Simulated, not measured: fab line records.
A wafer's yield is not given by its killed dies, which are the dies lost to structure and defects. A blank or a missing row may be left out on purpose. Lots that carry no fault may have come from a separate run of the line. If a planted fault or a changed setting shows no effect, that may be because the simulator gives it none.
The same fault as seen by 2 desks    flow gf180mcu    what lay behind the numbers comes last; until then each desk has only its own

AT THE METROLOGY DESK
What the gauges read for every lot (on any tool): the sampled wafers with a number, averaged. If a lot's mean is further than 4 standard deviations from the usual mean, the lot is out of limits and carries the mark OUT (the distance appears in the brackets).
Columns: A = CONTACT_CVD_00_THK at GF_CONTACT_THK_MEAS_01, usual 299 nm; B = cd_nm at GF_CONTACT_CD_MEAS_14, usual 220.4 nm
lot   first seen here  A    B
L885  day 14 23:07     298  220.2
L887  day 15 21:11     303  223.0
L888  day 16 05:16     298  218.8
L892  day 17 16:43     296  223.2
L900  day 20 18:00     301  220.5
L902  day 21 12:13     297  217.8
L903  day 21 17:25     298  217.8
L904  day 22 03:26     302  220.2
L905  day 22 10:26     299  219.7
L906  day 22 15:58     300  223.1
This desk's finding: nothing out of limits on any of the 10 lots.

TOOL OWNER'S DESK, rie_si-01
The tool's own readings at GF_POLY_GATE_ETCH_13 (etches poly-Si in HBr/Cl2, stops on SiO2, target depth 198.5 nm, time 69.6 s): means of the sampled wafers that have a number, for each lot that ran on this tool. If a lot's mean is further than 4 standard deviations from the usual mean, the lot is out of limits and carries the mark OUT (the distance appears in the brackets).
Columns: A = HBr_flow_sccm at GF_POLY_GATE_ETCH_13, usual 150.0 sccm; B = bias_w at GF_POLY_GATE_ETCH_13, usual 100.02 W; C = drypump_motor_current_A at GF_POLY_GATE_ETCH_13, usual 5.73 A; D = he_backside_leak_sccm at GF_POLY_GATE_ETCH_13, usual 2.61 sccm; E = oes_product_au at GF_POLY_GATE_ETCH_13, usual 0.990 a.u.; F = throttle_valve_pct at GF_POLY_GATE_ETCH_13, usual 33.684 %
lot   first seen here  A      B       C     D     E      F
L885  day 9 01:49      150.0  100.22  5.55  2.59  0.993  33.678
L900  day 13 18:55     149.9  100.03  5.36  2.83  0.988  33.685
L902  day 14 10:03     149.8  100.19  5.56  2.64  0.989  33.679
L904  day 14 23:43     149.6  100.25  5.63  2.60  1.006  33.680
L905  day 15 05:30     150.1  100.27  5.54  2.60  0.993  33.687
L906  day 15 11:51     149.5  100.01  5.53  2.69  1.000  33.680
This desk's finding: nothing out of limits on any of the 6 lots.

TAKEN TOGETHER
The metrology desk saw nothing out of limits.
Nothing out of limits was seen by the tool owner's desk.

WHAT THE SIMULATOR HAD PUT IN
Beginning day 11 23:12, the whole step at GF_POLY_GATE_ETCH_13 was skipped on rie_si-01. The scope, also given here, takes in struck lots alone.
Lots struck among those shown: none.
